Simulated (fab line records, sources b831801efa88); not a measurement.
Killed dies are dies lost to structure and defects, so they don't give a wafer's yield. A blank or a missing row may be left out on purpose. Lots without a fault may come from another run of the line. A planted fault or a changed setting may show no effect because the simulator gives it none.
fab line records | flow sky130
record lots=5 wafers=15 last_day=50
route steps=708 shown VIA3@593 METAL4@598 CAP2M@603 PAD_OPEN@708
lots that met no fault: from a run of the same line without faults
start_h: hours from the record's first day to the start of the lot's first wafer shown | wait_h: hours since the lot's step before | " the same as in the row above | L1.1+2: a row that stands for several wafers | - no value, or no start given | * or withheld: withheld | < > ~ a bound
route shown NAME@n: a module of which the file shows steps, and the number in the route of the first | usual: mean/standard deviation of fault-free wafers | same: alike in all rows | chamber/n: place in a boat | sites: the reading at each site | _std_site: their standard deviation | _edge_site: outer sites' mean less inner sites' | radius_mm: how far each site lies from the wafer's centre | mask NAME#n: copy n | behind: the tool/chamber that last shaped the wafer | hold: why the lot was held/for how many hours/how that ended | device: the transistor (n, p or np) that didn't switch | end of line: the same wafers' tests at the end of the route | a step without rows: its recipe alone | killed: dies lost to structure and defects at the first sort, not the wafer's yield | map: a wafer's dies, x killed, . not, _ none there
set.NAME: the setting as run; set.NAME@STEP: as run at that earlier step | model.NAME: the simulator's own value behind a step, which no gauge read
lots at some steps of the route; a table a step, a row a wafer
services: from which hour (start_h, from the record's first day; less than 0 if before it) a tool's chamber was out of use, for how many hours, and why
## steps
# step SKY_VIA3_SPUTTER_20
# recipe material=TiN target_thk_nm=20 chamber_pressure_pa=5 power_w=4000 time_s=80
# usual cathode_dc_power_W=4000.0/0.74 throttle_valve_pct=30.2/0.92
# columns lot.wafer tool chamber start_h wait_h cathode_dc_power_W throttle_valve_pct
L117.1 pvd_sputter-01 - 942.78 0.0 3999.8 30.4
L117.3 " - " " 4000.1 29.3
L117.5 " - " " 4000.9 30.5
L119.1 pvd_sputter-02 - 960.05 0.0 3998.9 29.5
L119.4 " - " " 4000.9 30.0
L119.5 " - " " 3999.7 29.9
L125.2 pvd_sputter-02 - 1001.56 0.0 3999.5 29.4
L125.3 " - " " 4000.3 30.9
L125.5 " - " " 4000.7 29.3
L128.1 pvd_sputter-02 - 1021.87 0.0 4001.4 29.4
L128.2 " - " " 4000.5 29.0
L128.5 " - " " 3999.8 29.6
L137.4 pvd_sputter-01 - 1078.37 0.0 3998.9 30.6
L137.5 " - " " 3999.6 30.5
L137.6 " - " " 3999.3 29.5
# step SKY_VIA3_CVD_21
# recipe material=W target_thk_nm=390 time_s=117.31 temp_c=400 pressure_torr=40
# step SKY_VIA3_RS_MEAS_22
# recipe thk_meas_gauge=four-point-probe reads=W_of_VIA3_CVD_21+TiN_of_VIA3_SPUTTER_20
# usual VIA3_W_RS=0.296/0.0041
# columns lot.wafer tool chamber start_h wait_h VIA3_W_RS[ohm/sq]
L117.1 film_metro-01 - 942.97 0.1 0.299
L117.3 " - " " 0.299
L117.5 " - " " 0.298
L119.1 film_metro-01 - 960.23 0.1 0.305
L119.4 " - " " 0.303
L119.5 " - " " 0.298
L125.2 film_metro-04 - 1001.77 0.1 0.297
L125.3 " - " " 0.289
L125.5 " - " " 0.291
L128.1 film_metro-01 - 1022.06 0.1 0.294
L128.2 " - " " 0.297
L128.5 " - " " 0.296
L137.4 film_metro-01 - 1078.62 0.1 0.292
L137.5 " - " " 0.299
L137.6 " - " " 0.292
# step SKY_VIA3_THK_MEAS_23
# recipe thk_meas_gauge=xrf reads=W_of_VIA3_CVD_21
# usual VIA3_W_THK=396/7.4
# columns lot.wafer tool chamber start_h wait_h VIA3_W_THK[nm]
L117.1 film_metro-01 - 943.09 0.1 389
L117.3 " - " " 394
L117.5 " - " " 394
L119.1 film_metro-01 - 960.35 0.1 388
L119.4 " - " " 392
L119.5 " - " " 401
L125.2 film_metro-04 - 1001.88 0.1 391
L125.3 " - " " 403
L125.5 " - " " 396
L128.1 film_metro-01 - 1022.18 0.1 402
L128.2 " - " " 397
L128.5 " - " " 397
L137.4 film_metro-01 - 1078.71 0.1 403
L137.5 " - " " 393
L137.6 " - " " 405
# step SKY_VIA3_CMP_24
# recipe stop_on=SiO2 t_overpolish_s=20 down_force_psi=3.5 platen_rpm=60 target_thk_nm=0 pad_velocity_m_s=0.94248
# step SKY_METAL4_SPUTTER_00
# recipe material=Ti target_thk_nm=15 power_w=3000 time_s=10 chamber_pressure_pa=0.4
# step SKY_METAL4_SPUTTER_01
# recipe material=TiN target_thk_nm=20 power_w=6500 time_s=16.7 chamber_pressure_pa=0.4
# step SKY_METAL4_SPUTTER_02
# recipe material=AlCu target_thk_nm=735 power_w=10600 time_s=39.1 chamber_pressure_pa=0.4
# step SKY_METAL4_SPUTTER_03
# recipe material=Ti target_thk_nm=5 power_w=3000 time_s=3.3 chamber_pressure_pa=0.4
# usual cathode_dc_power_W=3000.1/0.57 throttle_valve_pct=29.8/0.57
# columns lot.wafer tool chamber start_h wait_h cathode_dc_power_W throttle_valve_pct
L117.1 pvd_sputter-03 - 943.53 0.0 2999.9 29.8
L117.3 " - " " 2999.8 29.9
L117.5 " - " " 2999.6 29.2
L119.1 pvd_sputter-01 - 960.80 0.0 3000.9 30.4
L119.4 " - " " 2999.5 30.4
L119.5 " - " " 3000.6 29.9
L125.2 pvd_sputter-03 - 1002.32 0.0 3000.2 30.0
L125.3 " - " " 2999.9 29.6
L125.5 " - " " 3000.2 30.2
L128.1 pvd_sputter-01 - 1022.62 0.0 3000.8 29.5
L128.2 " - " " 3000.1 30.4
L128.5 " - " " 3000.6 31.0
L137.4 pvd_sputter-02 - 1079.12 0.0 2999.4 29.5
L137.5 " - " " 2999.7 29.9
L137.6 " - " " 3000.8 29.3
# step SKY_METAL4_SPUTTER_04
# recipe material=TiN target_thk_nm=70 power_w=6500 time_s=58.3 chamber_pressure_pa=0.4
# step SKY_CAP2M_CVD_00
# recipe material=SiO2 target_thk_nm=15.5 temp_c=400 time_s=withheld rf_w=450
# step SKY_CAP2M_THK_MEAS_01
# recipe reads=SiO2_of_CAP2M_CVD_00
# usual CAP2M_CVD_00_THK=15.53/0.22
# columns lot.wafer tool chamber start_h wait_h CAP2M_CVD_00_THK[nm]
L117.1 film_metro-04 - 943.62 - 15.30
L117.3 " - " " 15.30
L117.5 " - " " 15.70
L119.1 film_metro-03 - 960.89 - 15.03
L119.4 " - " " 15.40
L119.5 " - " " 15.60
L125.2 film_metro-03 - 1002.43 - 15.51
L125.3 " - " " 15.72
L125.5 " - " " 15.82
L128.1 film_metro-01 - 1022.71 - 15.42
L128.2 " - " " 15.32
L128.5 " - " " 15.79
L137.4 film_metro-01 - 1079.24 - 15.43
L137.5 " - " " 15.28
L137.6 " - " " 15.87
# step SKY_CAP2M_SPUTTER_02
# recipe material=TiN target_thk_nm=200 temp_c=300 power_w=6500 time_s=166.7 chamber_pressure_pa=0.4
# usual cathode_dc_power_W=6500.0/1.3 throttle_valve_pct=30.2/1.2
# columns lot.wafer tool chamber start_h wait_h cathode_dc_power_W throttle_valve_pct model.TiN_of_CAP2M_SPUTTER_02.thk_nm
L117.1 pvd_sputter-02 - 943.68 0.1 6501.2 29.4 199.4
L117.3 " - " " 6497.9 30.0 197.3
L117.5 " - " " 6502.2 29.4 197.1
L119.1 pvd_sputter-03 - 960.95 0.1 6501.8 29.7 203.2
L119.4 " - " " 6498.2 29.1 202.3
L119.5 " - " " 6499.8 29.4 202.9
L125.2 pvd_sputter-02 - 1002.48 0.0 6500.7 29.9 201.9
L125.3 " - " " 6500.8 31.0 201.1
L125.5 " - " " 6501.4 31.0 202.9
L128.1 pvd_sputter-04 - 1022.77 0.1 6498.3 32.3 199.1
L128.2 " - " " 6499.7 29.0 199.9
L128.5 " - " " 6499.7 31.7 199.4
L137.4 pvd_sputter-04 - 1079.27 0.0 5821.8 31.7 178.9
L137.5 " - " " 6499.8 32.4 200
L137.6 " - " " 6499.4 29.1 200.1
# step SKY_CAP2M_RS_MEAS_03
# recipe thk_meas_gauge=four-point-probe reads=TiN_of_CAP2M_SPUTTER_02
# usual CAP2M_TIN_RS=6.95/0.066
# columns lot.wafer tool chamber start_h wait_h CAP2M_TIN_RS[ohm/sq]
L117.1 film_metro-01 - 943.79 0.1 6.95
L117.3 " - " " 7.00
L117.5 " - " " 7.02
L119.1 film_metro-03 - 961.05 0.1 6.78
L119.4 " - " " 6.83
L119.5 " - " " 6.81
L125.2 film_metro-04 - 1002.62 0.1 6.84
L125.3 " - " " 6.87
L125.5 " - " " 6.82
L128.1 film_metro-03 - 1022.88 0.1 6.94
L128.2 " - " " 6.91
L128.5 " - " " 6.93
L137.4 film_metro-04 - 1079.44 0.1 7.75
L137.5 " - " " 6.92
L137.6 " - " " 6.92
# step SKY_CAP2M_THK_MEAS_04
# recipe thk_meas_gauge=xrf reads=TiN_of_CAP2M_SPUTTER_02
# usual CAP2M_TIN_THK=200.2/2.2
# columns lot.wafer tool chamber start_h wait_h CAP2M_TIN_THK[nm]
L117.1 film_metro-01 - 943.91 0.1 199.9
L117.3 " - " " 198.9
L117.5 " - " " 198.4
L119.1 film_metro-03 - 961.17 0.1 203.9
L119.4 " - " " 202.3
L119.5 " - " " 203.1
L125.2 film_metro-04 - 1002.73 0.1 203.3
L125.3 " - " " 202.8
L125.5 " - " " 204.2
L128.1 film_metro-03 - 1023.00 0.1 200.5
L128.2 " - " " 200.0
L128.5 " - " " 200.4
L137.4 film_metro-04 - 1079.53 0.1 181.6
L137.5 " - " " 202.3
L137.6 " - " " 202.8
# step SKY_CAP2M_DEHYDRATE_05
# recipe temp_c=200 time_s=60
# step SKY_CAP2M_HMDS_06
# recipe prime_time_s=60 prime_temp_c=120
# step SKY_CAP2M_COAT_07
# recipe resist=NOVOLAK spin_rpm=3000 resist_thk_nm=1140
# step SKY_CAP2M_SOFTBAKE_08
# recipe temp_c=90 time_s=60 resist=NOVOLAK
# step SKY_CAP2M_EXPOSE_09
# recipe mask_id=CAP2M na=0.6 source_shape=conventional sigma_outer=0.6 polarization=unpolarized target_cd_nm=1000 dose_mj=159
# step SKY_CAP2M_PEB_10
# recipe temp_c=withheld time_s=* resist=NOVOLAK
# step SKY_CAP2M_DEVELOP_11
# recipe resist=NOVOLAK developer=TMAH develop_time_s=60 dev_temp_c=23
# step SKY_CAP2M_OVL_MEAS_12
# usual CAP2M_OVL=0.6/1.5
# columns lot.wafer tool chamber start_h wait_h CAP2M_OVL[nm]
L117.1 overlay-01 - 967.40 0.1 0.1
L117.3 " - " " 1.2
L117.5 " - " " -1.6
L119.1 overlay-01 - 984.27 0.1 3.3
L119.4 " - " " 4.5
L119.5 " - " " 1.5
L125.2 overlay-01 - 1025.18 0.1 -0.1
L125.3 " - " " 0.8
L125.5 " - " " 1.6
L128.1 overlay-02 - 1044.70 0.1 -0.3
L128.2 " - " " -0.5
L128.5 " - " " -1.8
L137.4 overlay-01 - 1100.17 0.1 4.3
L137.5 " - " " 2.1
L137.6 " - " " 3.2
# step SKY_CAP2M_METAL_ETCH_13
# recipe target_depth_nm=220 stop_on=SiO2 chemistry=Cl2/BCl3 target=TiN pressure_mtorr=10 icp_w=900 bias_w=48.5 Cl2_flow_sccm=60 bcl3_flow_sccm=30 time_s=62.9
# usual bias_w=48.50/0.13 drypump_motor_current_A=5.5/0.56 oes_product_au=0.939/0.0068 throttle_valve_pct=21.902/0.0098
# columns lot.wafer tool chamber start_h wait_h bias_w drypump_motor_current_A oes_product_au rf_hours_counter_h throttle_valve_pct
L117.1 rie_metal-03 0 967.44 0.0 48.60 5.9 0.941 12 21.882
L117.3 " 1 " " 48.29 4.8 0.926 - 21.897
L117.5 " 0 " " 48.63 5.9 0.932 - 21.909
L119.1 rie_metal-03 1 984.31 0.0 48.39 4.8 0.954 4 21.877
L119.4 " 1 " " 48.26 4.8 0.955 - 21.897
L119.5 " 1 " " 48.55 4.8 0.952 - 21.903
L125.2 rie_metal-01 1 1025.21 0.0 48.59 4.7 0.947 7 21.905
L125.3 " 1 " " 48.60 4.7 0.948 - 21.908
L125.5 " 1 " " 48.67 4.7 0.943 - 21.907
L128.1 rie_metal-04 1 1044.74 0.0 48.77 5.7 0.937 18 21.900
L128.2 " 0 " " 48.60 5.9 0.937 10 21.895
L128.5 " 1 " " 48.70 5.7 0.941 - 21.897
L137.4 rie_metal-03 1 1100.21 0.0 48.55 4.8 0.874 - 21.957
L137.5 " 0 " " 48.35 5.9 0.948 - 21.910
L137.6 " 1 " " 48.47 4.8 0.939 - 21.913
# step SKY_CAP2M_STRIP_14
# recipe chemistry=O2/N2 power_w=1400 pressure_mtorr=1500 platen_temp_c=withheld o2_flow_sccm=3000 n2_flow_sccm=300 overash_fraction=0.5
# usual drypump_motor_current_A=6.0/0.35 oes_product_au=0.710/0.0048 strip_time_to_endpoint_s=12.68/0.044
# columns lot.wafer tool chamber start_h wait_h drypump_motor_current_A oes_product_au rf_hours_counter_h strip_time_to_endpoint_s
L117.1 plasma_asher-02 1 967.51 0.1 5.7 0.715 51 12.62
L117.3 " 0 " " 6.1 0.712 - 12.64
L117.5 " 0 " " 6.1 0.716 - 12.65
L119.1 plasma_asher-02 0 984.39 0.1 6.1 0.711 53 12.61
L119.4 " 0 " " 6.1 0.707 - 12.65
L119.5 " 1 " " 5.8 0.706 - 12.59
L125.2 plasma_asher-01 1 1025.29 0.1 6.1 0.713 125 12.68
L125.3 " 0 " " 6.6 0.708 - 12.68
L125.5 " 0 " " 6.6 0.712 - 12.73
L128.1 plasma_asher-02 0 1044.81 0.1 6.1 0.705 59 12.68
L128.2 " 1 " " 5.7 0.709 59 12.67
L128.5 " 0 " " 6.1 0.708 - 12.64
L137.4 plasma_asher-04 0 1100.30 0.1 5.4 0.704 - 12.67
L137.5 " 1 " " 5.8 0.711 - 12.66
L137.6 " 0 " " 5.4 0.710 - 12.62
# step SKY_CAP2M_STRIP_15
# recipe chemistry=post_etch_residue_remover time_s=1200 temp_c=72.5
# step SKY_CAP2M_CLEAN_16
# recipe chemistry=IPA time_s=180 temp_c=25
# step SKY_CAP2M_CLEAN_17
# recipe chemistry=O3/DIW dry=n2_spin
# step SKY_METAL4_DEHYDRATE_05
# recipe temp_c=200 time_s=60
# step SKY_METAL4_HMDS_06
# recipe prime_time_s=60 prime_temp_c=120
# step SKY_METAL4_COAT_07
# recipe resist=BARC temp_c=withheld time_s=withheld spin_rpm=3000 resist_thk_nm=60
# step SKY_METAL4_COAT_08
# recipe resist=KrF-thick spin_rpm=3000 resist_thk_nm=1140
# step SKY_METAL4_SOFTBAKE_09
# recipe temp_c=100 time_s=90 resist=KrF-thick
# step SKY_METAL4_EXPOSE_10
# recipe mask_id=MM4 na=0.68 source_shape=annular sigma_inner=0.4 sigma_outer=0.8 target_cd_nm=300 dose_mj=28
# step SKY_METAL4_PEB_11
# recipe peb_temp_c=withheld peb_time_s=withheld resist=KrF-thick
# step SKY_METAL4_DEVELOP_12
# recipe develop_time_s=60 resist=KrF-thick dev_temp_c=21
# step SKY_METAL4_CD_MEAS_13
# recipe target_cd_nm=300
# usual cd_nm=300.0/1.3
# columns lot.wafer tool chamber start_h wait_h cd_nm
L117.1 cd_sem-01 - 991.99 - 299.0
L117.3 " - " " 299.7
L117.5 " - " " 298.1
L119.1 cd_sem-01 - 1008.15 - 301.1
L119.4 " - " " 300.7
L119.5 " - " " 301.4
L125.2 cd_sem-01 - 1047.52 - 297.8
L125.3 " - " " 298.1
L125.5 " - " " 298.3
L128.1 cd_sem-02 - 1066.74 - 298.4
L128.2 " - " " 298.4
L128.5 " - " " 298.6
L137.4 cd_sem-02 - 1120.96 - 302.0
L137.5 " - " " 301.7
L137.6 " - " " 302.2
# step SKY_METAL4_OVL_MEAS_14
# usual METAL4_OVL=-3/5.1
# columns lot.wafer tool chamber start_h wait_h METAL4_OVL[nm]
L117.1 overlay-02 - 992.11 0.1 -3
L117.3 " - " " -5
L117.5 " - " " -6
L119.1 overlay-01 - 1008.27 0.1 -1
L119.4 " - " " -2
L119.5 " - " " -8
L125.2 overlay-02 - 1047.63 0.1 -3
L125.3 " - " " -7
L125.5 " - " " -7
L128.1 overlay-02 - 1066.86 0.1 6
L128.2 " - " " 1
L128.5 " - " " 2
L137.4 overlay-02 - 1121.04 0.1 -7
L137.5 " - " " -3
L137.6 " - " " -7
# step SKY_METAL4_DESCUM_15
# recipe chemistry=O2 source_power_w=150 bias_power_w=0 pressure_mtorr=10 temp_c=40 time_s=8
# usual drypump_motor_current_A=5.6/0.45 oes_product_au=0.997/0.0079
# columns lot.wafer tool chamber start_h wait_h drypump_motor_current_A oes_product_au rf_hours_counter_h
L117.1 rie_metal-04 0 992.15 0.0 5.9 0.992 7
L117.3 " 1 " " 5.8 0.990 -
L117.5 " 1 " " 5.8 0.989 -
L119.1 rie_metal-04 1 1008.30 0.0 5.8 0.996 15
L119.4 " 1 " " 5.8 0.992 -
L119.5 " 0 " " 5.9 1.001 -
L125.2 rie_metal-01 0 1047.66 0.0 6.2 0.997 17
L125.3 " 0 " " 6.2 0.987 -
L125.5 " 0 " " 6.2 0.988 -
L128.1 rie_metal-04 0 1066.90 0.0 5.9 0.984 11
L128.2 " 1 " " 5.8 0.997 19
L128.5 " 1 " " 5.8 1.001 -
L137.4 rie_metal-04 0 1121.07 0.0 5.9 1.007 -
L137.5 " 1 " " 5.8 0.995 -
L137.6 " 0 " " 5.9 0.998 -
# step SKY_METAL4_ETCH_16
# recipe chemistry=N2/H2 target=BARC ion_energy_ev=200 bias_w=100 pressure_mtorr=30 n2_flow_sccm=100 h2_flow_sccm=200 icp_w=500 stop_on=SiO2 time_s=88.2 target_depth_a=600
# usual bias_w=100.00/0.27 drypump_motor_current_A=5.7/0.45 oes_product_au=0.626/0.0049 throttle_valve_pct=13.206/0.009
# columns lot.wafer tool chamber start_h wait_h bias_w drypump_motor_current_A oes_product_au rf_hours_counter_h throttle_valve_pct
L117.1 rie_metal-04 0 992.18 0.0 100.09 5.9 0.620 7 13.226
L117.3 " 1 " " 99.91 5.8 0.622 - 13.202
L117.5 " 1 " " 99.91 5.8 0.628 - 13.205
L119.1 rie_metal-04 1 1008.33 0.0 100.37 5.8 0.633 15 13.213
L119.4 " 1 " " 99.79 5.8 0.625 - 13.199
L119.5 " 0 " " 99.75 5.9 0.625 - 13.189
L125.2 rie_metal-01 0 1047.69 0.0 100.13 6.3 0.631 17 13.202
L125.3 " 0 " " 100.24 6.3 0.629 - 13.233
L125.5 " 0 " " 100.30 6.2 0.620 - 13.213
L128.1 rie_metal-04 0 1066.93 0.0 100.15 5.9 0.627 11 13.200
L128.2 " 1 " " 100.35 5.8 0.613 19 13.208
L128.5 " 1 " " 99.95 5.8 0.623 - 13.202
L137.4 rie_metal-04 0 1121.12 0.0 100.36 6.0 0.625 - 13.206
L137.5 " 1 " " 99.96 5.8 0.625 - 13.203
L137.6 " 0 " " 100.11 5.9 0.623 - 13.197
# step SKY_METAL4_ETCH_17
# recipe target=SiO2 stop_on=TiN chemistry=C4F8/O2/Ar source_w=1500 bias_w=1200 pressure_mtorr=40 c4f8_flow_sccm=withheld O2_flow_sccm=6 Ar_flow_sccm=300 time_s=3.9 target_depth_a=150
# step SKY_METAL4_METAL_ETCH_18
# recipe target_depth_a=8450 stop_on=SiO2 over_etch_frac=0.3 time_s=183.1 chemistry=Cl2/BCl3 resist_sidewall_deg=88 pressure_mtorr=10 icp_w=900 bias_w=48.5 Cl2_flow_sccm=60 bcl3_flow_sccm=30
# step SKY_METAL4_STRIP_20
# recipe chemistry=post_etch_residue_remover time_s=1200 temp_c=72.5
# columns lot.wafer tool chamber start_h wait_h model.TiN_of_CAP2M_SPUTTER_02.thk_nm
L117.1 wet_bench-03 3 992.75 0.1 198.5
L117.3 " 3 " " 196.5
L117.5 " 3 " " 196.3
L119.1 wet_bench-03 3 1008.73 0.1 202.3
L119.4 " 3 " " 201.5
L119.5 " 3 " " 202.1
L125.2 wet_bench-03 2 1048.08 0.1 201.1
L125.3 " 2 " " 200.2
L125.5 " 2 " " 202
L128.1 wet_bench-02 2 1067.32 0.1 198.3
L128.2 " 2 " " 199.1
L128.5 " 2 " " 198.5
L137.4 wet_bench-03 1 1121.48 0.0 178.1
L137.5+6 " 1 " " 199.2
# step SKY_PAD_OPEN_PROBE_99
# usual defect_limited_yield=82.4/1.8 killed_at_M0_to_M3=43/6.5 killed_at_M4_up=3.2/1.8 killed_at_contacts=24/5.2 killed_at_front_end=15/4 killed_at_other=0.4/0.69 killed_dies=86/8.7 killed_open=47/7 killed_short=39/5.7 sort_bin_3_pad_short=0.9/0.43 sort_bin_5_function=10.5/1.4 sort_bin_6_memory=6.2/1.2 sort_n_pass=406/8.7 sort_yield_pct=82.4/1.8
# same gross_dies=492 killed_at_back_side=0 sort_bin_4_leakage[%]=0 sort_bin_8_speed[%]=0
# columns lot.wafer tool chamber start_h wait_h defect_limited_yield[%] killed_at_M0_to_M3 killed_at_M4_up killed_at_contacts killed_at_front_end killed_at_other killed_dies killed_open killed_short sort_bin_3_pad_short[%] sort_bin_5_function[%] sort_bin_6_memory[%] sort_n_pass sort_yield_pct[%] model.etest.cap_mim2.plate_ohm_sq model.etest.cap_mim2.bv_v model.etest.cap_mim2.leak_log10_a_cm2
L117.1 prober-02 - 1086.02 0.1 81.1 50 3 28 12 0 93 57 36 0.2 9.8 8.9 399 81.1 5.952 13.68 -8.981
L117.3 prober-02 - 1086.12 0.2 84.1 41 2 23 12 0 78 52 26 1.0 8.5 6.3 414 84.1 6.084 13.92 -8.938
L117.5 prober-02 - 1086.22 0.2 83.7 42 5 15 18 0 80 44 36 1.4 9.1 5.7 412 83.7 6.076 13.18 -9.104
L119.1 prober-02 - 1100.00 0.1 80.9 46 1 36 11 0 94 57 37 1.6 11.6 5.9 398 80.9 5.891 13.72 -8.913
L119.4 prober-02 - 1100.15 0.2 83.5 49 5 19 8 0 81 32 49 0.6 10.0 5.9 411 83.5 5.905 13.88 -8.977
L119.5 prober-02 - 1100.20 0.2 80.1 56 3 25 13 1 98 55 43 1.0 12.4 6.5 394 80.1 5.917 14.55 -8.989
L125.2 prober-02 - 1135.19 0.1 81.1 49 4 24 15 1 93 58 35 0.2 11.4 7.3 399 81.1 5.949 14.29 -9.158
L125.3 prober-02 - 1135.24 0.2 81.9 42 4 22 21 0 89 49 40 0.6 10.2 7.3 403 81.9 5.959 14.03 -8.795
L125.5 prober-02 - 1135.34 0.2 80.7 43 2 39 11 0 95 53 42 0.4 12.0 6.9 397 80.7 5.864 14.08 -9.245
L128.1 prober-01 - 1151.44 0.1 83.3 48 3 19 12 0 82 43 39 0.6 11.6 4.5 410 83.3 6.06 13.77 -8.881
L128.2 prober-01 - 1151.49 0.1 82.9 48 1 21 14 0 84 48 36 0.8 9.1 7.1 408 82.9 6.035 13.67 -8.924
L128.5 prober-01 - 1151.64 0.2 82.5 43 4 28 11 0 86 41 45 1.2 11.6 4.7 406 82.5 6.001 14.24 -9.044
L137.4 prober-02 - 1196.72 0.2 81.7 45 5 23 16 1 90 51 37 1.0 11.6 5.7 402 81.7 6.635 13.18 -8.502
L137.5 prober-02 - 1196.77 0.2 80.7 45 5 28 15 2 95 59 35 1.2 10.4 7.7 397 80.7 6.022 13.95 -8.994
L137.6 prober-02 - 1196.82 0.2 81.1 49 5 18 20 1 93 56 34 0.4 10.8 7.7 399 81.1 6.069 13.78 -9.013
# killed by level:class
L117.1 VIA1:geometric_particle:open=18 LI_CONTACT:geometric_particle:open=9 VIA2:geometric_particle:open=9 CONTACT:geometric_particle:short=8 VIA1:geometric_particle:short=8 CONTACT:geometric_particle:open=7 VIA3:geometric_particle:open=6 LOCAL_INTERCONNECT:geometric_particle:short=3
L117.3 VIA1:geometric_particle:open=14 VIA3:geometric_particle:open=11 CONTACT:geometric_particle:open=10 FIELD_ISO:geometric_particle:open=5 LI_CONTACT:geometric_particle:open=5 VIA2:geometric_particle:short=4 CONTACT:geometric_particle:short=4 POLY_GATE:geometric_particle:short=3
L117.5 VIA1:geometric_particle:open=10 VIA2:geometric_particle:open=8 VIA3:geometric_particle:open=6 LI_CONTACT:geometric_particle:open=5 VIA1:geometric_particle:short=5 FIELD_ISO:geometric_particle:short=4 CONTACT:geometric_particle:open=4 METAL4:geometric_particle:short=4
L119.1 VIA1:geometric_particle:open=16 CONTACT:geometric_particle:open=12 LI_CONTACT:geometric_particle:open=9 CONTACT:geometric_particle:short=6 METAL2:geometric_particle:short=5 VIA2:geometric_particle:open=5 VIA1:geometric_particle:short=5 METAL1:geometric_particle:open=5
L119.4 VIA2:geometric_particle:open=9 VIA3:geometric_particle:short=9 LI_CONTACT:geometric_particle:open=7 METAL1:geometric_particle:short=6 VIA1:geometric_particle:open=5 VIA2:geometric_particle:short=5 METAL4:geometric_particle:short=5 CONTACT:geometric_particle:open=4
L119.5 VIA1:geometric_particle:open=18 CONTACT:geometric_particle:open=8 LI_CONTACT:geometric_particle:open=7 VIA3:geometric_particle:open=7 VIA2:geometric_particle:short=7 METAL1:geometric_particle:short=6 VIA3:geometric_particle:short=5 CONTACT:geometric_particle:short=4
L125.2 VIA1:geometric_particle:open=10 CONTACT:geometric_particle:open=9 VIA2:geometric_particle:open=9 LI_CONTACT:geometric_particle:open=8 VIA3:geometric_particle:open=8 VIA2:geometric_particle:short=5 VIA1:geometric_particle:short=5 FIELD_ISO:geometric_particle:short=4
L125.3 CONTACT:geometric_particle:open=9 VIA2:geometric_particle:open=8 VIA1:geometric_particle:open=7 FIELD_ISO:geometric_particle:open=6 FIELD_ISO:geometric_particle:short=6 VIA1:geometric_particle:short=6 LOCAL_INTERCONNECT:geometric_particle:short=5 CONTACT:geometric_particle:short=4
L125.5 CONTACT:geometric_particle:open=15 LI_CONTACT:geometric_particle:open=9 LOCAL_INTERCONNECT:geometric_particle:short=8 VIA3:geometric_particle:open=7 VIA2:geometric_particle:open=7 VIA1:geometric_particle:open=7 CONTACT:geometric_particle:short=6 METAL3:geometric_particle:short=5
L128.1 VIA1:geometric_particle:open=9 VIA1:geometric_particle:short=8 VIA3:geometric_particle:open=8 CONTACT:geometric_particle:short=6 CONTACT:geometric_particle:open=6 METAL1:geometric_particle:short=6 VIA2:geometric_particle:open=6 FIELD_ISO:geometric_particle:open=4
L128.2 VIA1:geometric_particle:open=14 LI_CONTACT:geometric_particle:open=8 VIA2:geometric_particle:open=8 METAL1:geometric_particle:short=6 VIA1:geometric_particle:short=5 POLY_GATE:geometric_particle:open=4 LI_CONTACT:geometric_particle:short=4 LOCAL_INTERCONNECT:geometric_particle:short=4
L128.5 VIA1:geometric_particle:open=9 METAL1:geometric_particle:short=8 LOCAL_INTERCONNECT:geometric_particle:short=7 CONTACT:geometric_particle:open=7 LI_CONTACT:geometric_particle:open=6 CONTACT:geometric_particle:short=6 VIA2:geometric_particle:open=6 VIA3:geometric_particle:open=6
L137.4 CONTACT:geometric_particle:open=13 VIA1:geometric_particle:open=12 VIA1:geometric_particle:short=9 FIELD_ISO:geometric_particle:open=6 VIA3:geometric_particle:open=6 POLY_GATE:geometric_particle:short=4 CONTACT:geometric_particle:short=4 VIA2:geometric_particle:open=4
L137.5 VIA1:geometric_particle:open=15 VIA3:geometric_particle:open=11 CONTACT:geometric_particle:open=9 POLY_GATE:geometric_particle:open=6 LI_CONTACT:geometric_particle:open=6 CONTACT:geometric_particle:short=6 METAL2:geometric_particle:short=6 FIELD_ISO:geometric_particle:open=4
L137.6 VIA3:geometric_particle:open=13 VIA1:geometric_particle:open=11 VIA2:geometric_particle:open=7 LI_CONTACT:geometric_particle:open=6 CONTACT:geometric_particle:open=6 VIA1:geometric_particle:short=6 FIELD_ISO:geometric_particle:open=5 FIELD_ISO:geometric_particle:short=5
## services
# columns tool chamber start_h hours kind
pvd_sputter-02 - 944.13 11.5 repair
pvd_sputter-01 0 958.13 - consumable_replace:kit
rie_metal-01 1 961.11 19.3 repair
pvd_sputter-02 3 966.68 - consumable_replace:kit
pvd_sputter-02 3 966.68 18.0 scheduled_down
pvd_sputter-02 3 966.68 18.0 vent_cycle
pvd_sputter-01 - 975.62 1.3 repair
wet_bench-02 - 979.34 33.8 pm
rie_metal-01 0 981.77 23.3 repair
pvd_sputter-03 - 983.16 2.4 repair
plasma_asher-04 - 1018.96 67.9 repair
pvd_sputter-03 - 1030.25 1.3 repair
plasma_asher-02 - 1037.32 2.9 repair
rie_metal-01 - 1050.23 2.8 pm
plasma_asher-01 - 1051.87 19.1 repair
plasma_asher-01 - 1070.98 9.0 pm
plasma_asher-02 - 1081.84 28.1 pm
pvd_sputter-02 - 1083.33 6.2 repair
plasma_asher-01 - 1092.00 2.8 pm
pvd_sputter-02 2 1095.17 - consumable_replace:kit
pvd_sputter-02 2 1095.17 18.0 scheduled_down
pvd_sputter-02 2 1095.17 18.0 vent_cycle
pvd_sputter-01 - 1101.55 2.7 repair
pvd_sputter-03 - 1102.74 10.5 repair
## key
first_sign step=SKY_CAP2M_SPUTTER_02 reading=cathode_dc_power_W direction=down sigmas=99+ usual=6500.0 struck=5821.8
effect step=SKY_CAP2M_RS_MEAS_03 reading=CAP2M_TIN_RS direction=up sigmas=12 usual=6.95 struck=7.75
effect step=SKY_CAP2M_THK_MEAS_04 reading=CAP2M_TIN_THK direction=down sigmas=8.5 usual=200.2 struck=181.6
effect step=SKY_CAP2M_METAL_ETCH_13 reading=oes_product_au direction=down sigmas=9.7 usual=0.939 struck=0.874
model_effect step=SKY_CAP2M_SPUTTER_02 value=TiN_of_CAP2M_SPUTTER_02.thk_nm without=199.7 struck=178.9
model_effect step=SKY_METAL4_STRIP_20 value=TiN_of_CAP2M_SPUTTER_02.thk_nm without=198.9 struck=178.1
model_effect step=SKY_PAD_OPEN_PROBE_99 value=etest.cap_mim2.plate_ohm_sq without=5.944 struck=6.635
met_at SKY_CAP2M_SPUTTER_02
struck_wafers L137.4
onset_between 1022.77 1079.27
fault kind=process_parameter_drift tool=pvd_sputter-04 chamber=- onset_h=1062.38 steps=SKY_CAP2M_SPUTTER_02 channel=power_w offset=* shape=step end_h=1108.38 acts_in=* stated=* scope=struck_wafers_only
